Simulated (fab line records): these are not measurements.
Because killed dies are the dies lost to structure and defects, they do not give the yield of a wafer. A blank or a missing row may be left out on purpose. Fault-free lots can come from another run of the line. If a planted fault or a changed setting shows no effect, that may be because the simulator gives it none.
One fault through the eyes of 2 desks | flow gf180mcu | what lay behind the numbers comes last; until then each desk has only its own

## DESK OF THE TOOL OWNER: krf-scanner-02
The tool's own readings at GF_V3_EXPOSE_11 (exposes mask Via3, target cd 260 nm): means of the sampled wafers that have a number, for each lot that ran on this tool. Marked OUT: a lot whose mean sits more than 4 standard deviations from the usual mean, which makes it out of limits; the brackets give that distance.
Columns: A = exposure-dose-mJ-cm2 at GF_V3_EXPOSE_11, usual 37.97
lot  | first seen here | A
L883 | day 21 22:02    | 37.98
L886 | day 23 10:33    | 37.92
L893 | day 25 10:07    | 37.41 (-13) OUT
L894 | day 25 23:14    | 37.13 (-19) OUT
L904 | day 28 20:39    | 37.95
This desk's finding: out of limits on L893, L894; first on L893, day 25 10:07 (exposure-dose-mJ-cm2 at GF_V3_EXPOSE_11). L883, L886, L904: within limits.

## THE METROLOGY DESK
Lot by lot, what the gauges showed, no matter which tool ran the lot: averages of those sampled wafers that carry a number. Marked OUT: a lot whose mean sits more than 4 standard deviations from the usual mean, which makes it out of limits; the brackets give that distance.
Columns: A = V3_CVD_02_THK at GF_V3_THK_MEAS_03, usual 850 nm; B = cd-nm at GF_V3_CD_MEAS_14, usual 260.3 nm; C = V3_OVL at GF_V3_OVL_MEAS_15, usual 4 nm
lot  | first seen here | A   | B                | C
L883 | day 21 09:44    | 849 | 259.4            | 8
L884 | day 21 20:10    | 861 | 260.1            | 8
L886 | day 22 22:10    | 850 | 262.6            | 0
L893 | day 24 22:19    | 847 | 266.4 (+4.4) OUT | 6
L894 | day 25 12:21    | 853 | 269.8 (+6.8) OUT | 2
L897 | day 26 11:37    | 856 | 259.4            | 6
L898 | day 26 15:55    | 860 | 261.0            | 11
L902 | day 27 16:36    | 843 | 259.9            | 6
L903 | day 28 01:35    | 869 | 260.2            | -4
L904 | day 28 10:32    | 831 | 259.5            | 0
L905 | day 28 17:05    | 834 | 261.6            | 6
L906 | day 29 00:50    | 833 | 257.5            | 5
This desk's finding: out of limits on L893, L894; first on L893, day 25 20:14 (cd-nm at GF_V3_CD_MEAS_14). L883, L884, L886, L897, L898, L902, L903, L904, L905, L906: within limits.

## ALL TOGETHER
At day 25 10:07, on L893, L894, the tool owner's desk was in a position to raise an alarm.
On L893, L894, the metrology desk was in a position to raise an alarm at day 25 20:14.
Every lot named ran GF_V3_EXPOSE_11 on krf-scanner-02.

## WHAT THE SIMULATOR HAD PUT IN
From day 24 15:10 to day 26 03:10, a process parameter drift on krf-scanner-02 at GF_V3_EXPOSE_11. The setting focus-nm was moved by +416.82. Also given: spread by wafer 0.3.
Shown lots that were struck: L893, L894.
Counting hours from when the fault started, the first reading out of limits came at 19 for the tool owner's desk and at 29 for the metrology desk.
